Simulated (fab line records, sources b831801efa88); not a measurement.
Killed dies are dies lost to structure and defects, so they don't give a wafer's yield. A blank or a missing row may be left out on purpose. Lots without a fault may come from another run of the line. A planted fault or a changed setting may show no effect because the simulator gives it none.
Which tool did it? | flow sky130 | 24 lots, 72 wafers sampled, at 2 steps of a route of 708

WHAT THE GAUGES READ, wafer by wafer
SKY_SD_P_OVL_MEAS_08. Usual: SD_P_OVL 0.0 nm, standard deviation 1.3.
lot  | measured     | on         | SD_P_OVL (nm)  | flag
L075 | day 27 07:56 | overlay-02 | -1.1 1.4 2.2   |
L078 | day 27 09:10 | overlay-02 | 1.6 2.3 0.9    |
L076 | day 27 13:55 | overlay-01 | 0.0 0.9 0.3    |
L074 | day 27 14:28 | overlay-02 | 1.4 2.3 0.6    |
L077 | day 27 17:31 | overlay-02 | 0.2 0.7 2.5    |
L080 | day 28 02:19 | overlay-01 | 2.5 3.0 2.1    |
L079 | day 28 04:11 | overlay-02 | -1.0 -2.3 -0.7 |
L081 | day 28 06:32 | overlay-02 | 0.5 0.9 -0.1   |
L082 | day 28 18:35 | overlay-01 | -0.6 -1.5 -1.0 |
L083 | day 29 06:16 | overlay-01 | 0.1 -0.5 0.2   |
L084 | day 29 13:04 | overlay-02 | -0.9 -2.0 -2.0 |
L085 | day 29 15:58 | overlay-01 | 0.2 -0.6 0.7   |
L086 | day 30 00:44 | overlay-02 | -0.4 1.3 1.8   |
L087 | day 30 07:44 | overlay-02 | -2.3 -2.7 -2.7 |
L088 | day 30 14:04 | overlay-01 | -1.1 -3.3 -1.1 |
L089 | day 31 00:04 | overlay-02 | 0.7 1.4 0.7    |
L090 | day 31 10:47 | overlay-01 | -3.0 -2.4 -1.2 |
L091 | day 31 15:37 | overlay-02 | 0.3 -0.1 1.3   |
L092 | day 31 22:58 | overlay-02 | 0.2 0.0 0.1    |
L093 | day 32 06:19 | overlay-01 | -0.1 1.0 0.5   |
L094 | day 32 18:19 | overlay-02 | -2.1 -0.5 -2.6 |
L095 | day 32 23:35 | overlay-02 | 0.0 1.3 0.1    |
L096 | day 33 01:52 | overlay-02 | -0.6 0.4 -2.3  |
L097 | day 33 10:37 | overlay-01 | -1.2 -1.2 -2.0 |

SKY_LI_CONTACT_THK_MEAS_23: measures by xrf. Usual: LI_CONTACT_W_THK 408 nm, standard deviation 12.
lot  | measured     | on            | LI_CONTACT_W_THK (nm) | flag
L075 | day 30 23:05 | film_metro-01 | 403 409 396           |
L078 | day 31 00:07 | film_metro-04 | 414 409 413           |
L076 | day 31 04:52 | film_metro-04 | 433 428 429           |
L074 | day 31 05:29 | film_metro-01 | 413 401 403           |
L077 | day 31 09:18 | film_metro-04 | 418 425 428           |
L080 | day 31 17:41 | film_metro-01 | 393 390 389           |
L079 | day 31 18:05 | film_metro-02 | 407 411 405           |
L081 | day 31 22:21 | film_metro-01 | 391 393 396           |
L082 | day 32 07:25 | film_metro-01 | 390 393 399           |
L083 | day 32 19:00 | film_metro-01 | 397 393 395           |
L084 | day 33 02:36 | film_metro-04 | 417 417 418           |
L085 | day 33 04:11 | film_metro-04 | 409 418 412           |
L086 | day 33 14:38 | film_metro-02 | 407 404 403           |
L087 | day 33 19:25 | film_metro-01 | 402 401 400           |
L088 | day 34 00:34 | film_metro-01 | 392 392 394           |
L089 | day 34 10:50 | film_metro-02 | 420 419 428           |
L090 | day 34 20:44 | film_metro-04 | 398 414 412           |
L091 | day 35 01:23 | film_metro-01 | 392 397 391           |
L092 | day 35 09:50 | film_metro-04 | 408 411 407           |
L093 | day 35 16:46 | film_metro-01 | 402 395 397           |
L094 | day 36 04:40 | film_metro-02 | 425 425 412           |
L095 | day 36 10:10 | film_metro-04 | 431 424 432           |
L096 | day 36 11:52 | film_metro-01 | 403 403 408           |
L097 | day 36 20:59 | film_metro-02 | 427 412 420           |

WHICH TOOL RAN EACH LOT (tool, then ch and the chambers of the sampled wafers, then the start)
The record holds no process step before these readings.

WHAT THE TOOLS THEMSELVES READ (means of the sampled wafers that have a number; where no wafer has one, the mark that the record gives instead)
The record holds no such reading with a usual standard deviation.

THE ANSWER, worked out from the rows above alone
Rule: a lot is off if the mean of its wafers that have a number lies more than 3 standard deviations from the usual mean. A lot without any number at a reading at which 4 lots or more have one is off too. The other lots that the step has rows for count as sound. The gauges are gone through in route order, then the tools' own readings, and for those a lot's mean is taken as printed above. The first step at which some lot is off is used, and at that step the reading that is off furthest; a lot without a number counts as furthest.
No lot is off at any reading shown: from this, nothing can be told.

WHAT THE SIMULATOR HAD PUT IN
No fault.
